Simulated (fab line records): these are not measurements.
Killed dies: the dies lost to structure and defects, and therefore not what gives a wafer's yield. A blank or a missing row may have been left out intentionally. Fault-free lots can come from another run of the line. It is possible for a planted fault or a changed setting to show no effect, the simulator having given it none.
Problem report, 8D (eight disciplines) form, completed by code | flow gf180mcu | the parts of the form that need people (team, actions taken, sign-off) are left out

## 1. PROBLEM STATEMENT
Mean V1_CVD_00_THK at GF_V1_THK_MEAS_01: 475 nm over 9 wafers in 3 lots; fault-free wafers: 598 nm, standard deviation 6. Relative to the usual mean, that is a shift of -20 standard deviations.
The first sign was on wafer L351.1 at day 21 12:52, on film-metro-02. At this step, 38 wafers from 13 lots have a number in the record. Rule for "out" (also "out of limits"): further than 4 standard deviations from the usual mean. The rest of the wafers with a number are treated as sound.

## 2. WHAT THIS IS AND IS NOT
question                    | is                           | is not
which readings at this step | V1_CVD_00_THK                | -
which lots                  | L351, L352, L353             | L344, L345, L346, L348, L349, L350, L356, L361, L362, L363
which wafers of those lots  | all that have a number       | -
read on which gauges        | film-metro-01, film-metro-02 | film-metro-04
when                        | from day 21 12:52            | up to then (18 sound wafers); but 11 sound wafers of L356, L361, L362, L363 came after

## 3. SUSPECTS, AND WHAT RULES EACH OUT
Counting: a tool stays on the suspect list if, at a process step up to the reading, it processed all lots that are out and no sound lot following the first of them.
- ruled out: the gauge at GF_V1_THK_MEAS_01. The wafers that are out were read on 2 gauges (film-metro-01, film-metro-02).
- hdpcvd-02 at GF_V1_CVD_00 (deposits SiO2, target thk 600 nm, time 100 s): ruled out as a lasting fault. Following L351 (day 21 12:47), the first lot on it that is out, the sound lots L362, L363 were run on it.
Left after counting: nothing in the record.

## 4. THE CAUSE (what the simulator had put in)
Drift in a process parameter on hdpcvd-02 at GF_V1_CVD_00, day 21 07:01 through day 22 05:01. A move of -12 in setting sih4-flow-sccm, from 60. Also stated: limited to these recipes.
It was ruled out by counting, in error; the rule expects a fault to strike all lots run on its tool from its start on, and this fault did not.

## 5. SEQUENCE OF EFFECTS, ordered by route
One row per reading whose mean, taken over the struck wafers that have a number, lies over 3 standard deviations from the usual. Only readings whose record carries a usual standard deviation are examined. hours: median over the lots of the time between each lot's start at the first step of this table that gives one and its start at this step. sigmas: the change, counted in usual standard deviations.
hours | step              | reading        | usual      | on struck wafers | change | sigmas
0     | GF_V1_CVD_00      | sih4-flow-sccm | 60.00 sccm | 48.00            | -12.00 | -67
0     | GF_V1_THK_MEAS_01 | V1_CVD_00_THK  | 598 nm     | 475              | -123   | -20
Process steps it contains:
- GF_V1_CVD_00: deposits SiO2, target thk 600 nm, time 100 s.
At these later measuring or inspecting steps, every struck wafer for which the step has a row has a number for every such reading, and none has moved that far: GF_V1_BOW_MEAS_05.

## 6. HOW IT WOULD HAVE BEEN CAUGHT EARLIER
Counted from the fault's start at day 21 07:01, it took 6 hours until the first out-of-limits reading at a measuring or inspecting step in this record, taken at day 21 12:52.
At GF_V1_CVD_00, the tool's own readings (sih4-flow-sccm) were out on each struck wafer the step has a row for, so an alarm limit on them would have fired on the first such wafer.
